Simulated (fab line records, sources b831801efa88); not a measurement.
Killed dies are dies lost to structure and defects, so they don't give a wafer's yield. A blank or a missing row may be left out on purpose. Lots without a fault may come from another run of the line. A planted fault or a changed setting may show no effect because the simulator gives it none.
A struck lot beside a sound one | flow sky130 | 18 steps out of a route of 708
Sound: wafers L882.1, L882.3, L882.5. Struck: wafer L893.3. (L893.2, L893.6 of the same lot were not struck and are left out.) The cause comes at the end.
At each step with rows: each side's tool, then ch and its chambers, then its first start. Under that, the readings that differ: sound wafers | struck wafers | difference of the means | sigmas: that difference in standard deviations of wafers without a fault.
alike: readings whose means differ by less than 2 such deviations, and words and numbers that are the same on both sides. not compared: withheld readings, readings that some wafer has no value for, bounds like >300 that may hide the same value, and numbers for which the record gives no deviation and whose values overlap.
The two part at a step that has a row with sigmas, a row that says differs or no value, or rows on one side only. Numbers that don't overlap but have no deviation are shown without sigmas and don't part them. A reading that every wafer of one side lacks parts them only if that side has two wafers or more.

first, 2 steps without rows for these wafers: SKY_CONTACT_PEB_12; SKY_CONTACT_DEVELOP_13 (develop time 60 s).
SKY_CONTACT_CD_MEAS_14: target cd 170 nm.
  sound on cd_sem-01, day 33 19:42; struck on cd_sem-01, day 36 18:37
  alike: cd_nm
SKY_CONTACT_OVL_MEAS_15:
  sound on overlay-02, day 33 19:49; struck on overlay-01, day 36 18:44
  alike: CONTACT_OVL
then, 1 step without rows for these wafers: SKY_CONTACT_ETCH_16 (etches BARC in N2/H2, stops on SiO2, time 45.9 s, target depth 60 nm).
SKY_CONTACT_ETCH_17: etches SiO2 in C4F8/O2/Ar, stops on Si3N4, target depth 340 nm.
  sound on rie_diel-04 ch 0,1,3, day 33 19:54; struck on rie_diel-03 ch 1, day 36 18:48
  alike: oes_product_au
SKY_CONTACT_ETCH_18: etches Si3N4 in CHF3/O2, stops on TiN, time 39 s, target depth 75 nm.
  sound on rie_diel-04 ch 0,1,3; struck on rie_diel-03 ch 1
  reading                     | sound       | struck | difference | sigmas
  drypump_motor_current_A (A) | 6.3 6.6 5.3 | 5.0    | -1.1       | -2
  alike: oes_product_au, throttle_valve_pct
  not compared: rf_hours_counter_h
SKY_CONTACT_STRIP_19: strips in O2/N2.
  sound on plasma_asher-03 ch 0, day 33 19:59; struck on plasma_asher-04 ch 0, day 36 18:53
  alike: drypump_motor_current_A, oes_product_au, strip_time_to_endpoint_s
  not compared: rf_hours_counter_h
then, 3 steps without rows for these wafers: SKY_CONTACT_STRIP_20 (strips in post etch residue remover, time 1200 s); SKY_CONTACT_CLEAN_21 (cleans in IPA, time 180 s); SKY_CONTACT_CLEAN_22 (cleans in O3/DIW).
SKY_CONTACT_SPUTTER_23: material TiN, target thk 20 nm, time 80 s.
  sound on pvd_sputter-02, day 33 20:40; struck on pvd_sputter-04, day 36 19:32
  reading                | sound          | struck | difference | sigmas
  throttle_valve_pct (%) | 29.8 29.0 30.0 | 31.7   | +2.1       | +2
SKY_CONTACT_CVD_24: deposits W, target thk 340 nm, time 102.12 s.
  sound on cvd_w-01 ch 0,1, day 33 20:44; struck on cvd_w-02 ch 1, day 36 19:36
  reading                               | sound             | struck | difference | sigmas
  model.W_of_CONTACT_CVD_24.thk_nm (nm) | 335.4 337.7 338.5 | 196.9  | -140.3     |
  alike: heater_power_w, susceptor_temp_C
SKY_CONTACT_RS_MEAS_25: measures by four-point-probe.
  sound on film_metro-01, day 33 20:50; struck on film_metro-02, day 36 19:44
  reading               | sound             | struck | difference | sigmas
  CONTACT_W_RS (ohm/sq) | 0.342 0.340 0.339 | 0.589  | +0.249     | +64
SKY_CONTACT_THK_MEAS_26: measures by xrf.
  sound on film_metro-01, day 33 20:58; struck on film_metro-02, day 36 19:50
  reading            | sound       | struck | difference | sigmas
  CONTACT_W_THK (nm) | 328 328 333 | 193    | -137       | -34
SKY_CONTACT_CMP_27: polishes, stops on SiO2, t overpolish 15 s, target thk 0 nm.
  sound on cmp-02 ch 0,2, day 33 21:20; struck on cmp-02 ch 2, day 36 19:53
  reading                | sound    | struck | difference | sigmas
  time_to_endpoint_s (s) | 78 75 76 | 49     | -27        | -7
  alike: motor_current_A
SKY_METAL1_SPUTTER_00: material Ti, target thk 15 nm, time 10 s.
  sound on pvd_sputter-03, day 33 21:35; struck on pvd_sputter-01, day 36 20:11
  alike: throttle_valve_pct
-- the record jumps here: 13 days lie between the struck wafers' starts before and after (it left off in module METAL1 and takes up again in module PAD_OPEN, whose first step shown is number 708 of the route) --
SKY_PAD_OPEN_PROBE_99:
  sound on prober-02, day 47 14:16; struck on prober-01, day 49 17:59
  alike: killed_at_M0_to_M3, killed_at_M4_up, killed_at_contacts, killed_at_front_end, killed_at_other, killed_dies, killed_open, killed_short

WHERE THEY PART
First at SKY_CONTACT_ETCH_18; last, within this record, at SKY_CONTACT_CMP_27. Later steps at which nothing parts them and some readings are alike: SKY_METAL1_SPUTTER_00, SKY_PAD_OPEN_PROBE_99.

WHY: what the simulator had put in
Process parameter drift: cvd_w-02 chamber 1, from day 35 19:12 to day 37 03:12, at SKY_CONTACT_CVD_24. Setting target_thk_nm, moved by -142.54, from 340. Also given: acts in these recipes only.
